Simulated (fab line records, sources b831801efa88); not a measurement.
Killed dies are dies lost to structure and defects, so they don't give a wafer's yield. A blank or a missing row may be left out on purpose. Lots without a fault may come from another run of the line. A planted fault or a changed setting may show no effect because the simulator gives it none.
Problem report in the 8D (eight disciplines) form, filled by code | flow sky130 | the parts of the form that need people (team, actions taken, sign-off) are left out

1. THE PROBLEM
exposure_dose_mJ_cm2 at SKY_CAP2M_EXPOSE_09 reads a mean of 155.93 on 9 wafers of 3 lots; wafers without a fault read 159.00 with a standard deviation of 0.16. That is -19 standard deviations from the usual mean.
The step: exposes mask CAP2M, target cd 1000 nm.
First seen on wafer L295.3, day 41 18:59, on iline_stepper-01. The record holds 21 wafers of 7 lots with a number at this step. Rule for "out", or "out of limits": more than 4 standard deviations from the usual mean. The other wafers with a number count as sound.

2. WHAT IT IS AND WHAT IT IS NOT
question                    | is                     | is not
which readings at this step | exposure_dose_mJ_cm2   | -
which lots                  | L295, L300, L301       | L291, L292, L296, L309
which wafers of those lots  | all that have a number | -
read on which tools         | iline_stepper-01       | iline_stepper-02
when                        | from day 41 18:59      | up to then (6 sound wafers); but 6 sound wafers of L296, L309 came after

3. SUSPECTS, AND WHAT RULES EACH OUT
Counting: a tool at a process step up to the reading stays a suspect if it ran every lot that is out and no sound lot after the first of them.
- iline_stepper-01 at SKY_CAP2M_EXPOSE_09 (exposes mask CAP2M, target cd 1000 nm): kept. It ran every lot that is out, first L295 (day 41 18:59), and no sound lot after that; its last sound lot up to then is L292 (day 40 13:26). Its own readings are out on those wafers: exposure_dose_mJ_cm2.
Left after counting: iline_stepper-01 at SKY_CAP2M_EXPOSE_09.

4. THE CAUSE (what the simulator had put in)
Process parameter drift: iline_stepper-01, from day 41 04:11 on, at SKY_CAP2M_EXPOSE_09. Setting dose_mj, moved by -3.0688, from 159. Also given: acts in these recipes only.
Counting left only this tool.

5. THE CHAIN OF EFFECTS, in route order
Each row: a reading whose mean over the struck wafers that have a number lies more than 3 standard deviations from the usual. Only readings for which the record gives a usual standard deviation are gone through. hours: the time from each lot's start at the first step in this table that gives one to its start at this step, as a median over the lots. sigmas: the change in usual standard deviations.
hours | step                | reading              | usual  | on struck wafers | change | sigmas
0     | SKY_CAP2M_EXPOSE_09 | exposure_dose_mJ_cm2 | 159.00 | 155.93           | -3.07  | -19
The process steps in it:
- SKY_CAP2M_EXPOSE_09: exposes mask CAP2M, target cd 1000 nm.
Later measuring or inspecting steps at which every struck wafer that the step has a row for has a number for every such reading, and none has moved that far: SKY_CAP2M_OVL_MEAS_12.

6. WHAT WOULD HAVE CAUGHT IT SOONER
In this record the first reading out of limits was taken at day 41 18:59, 15 hours after the fault began at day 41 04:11.
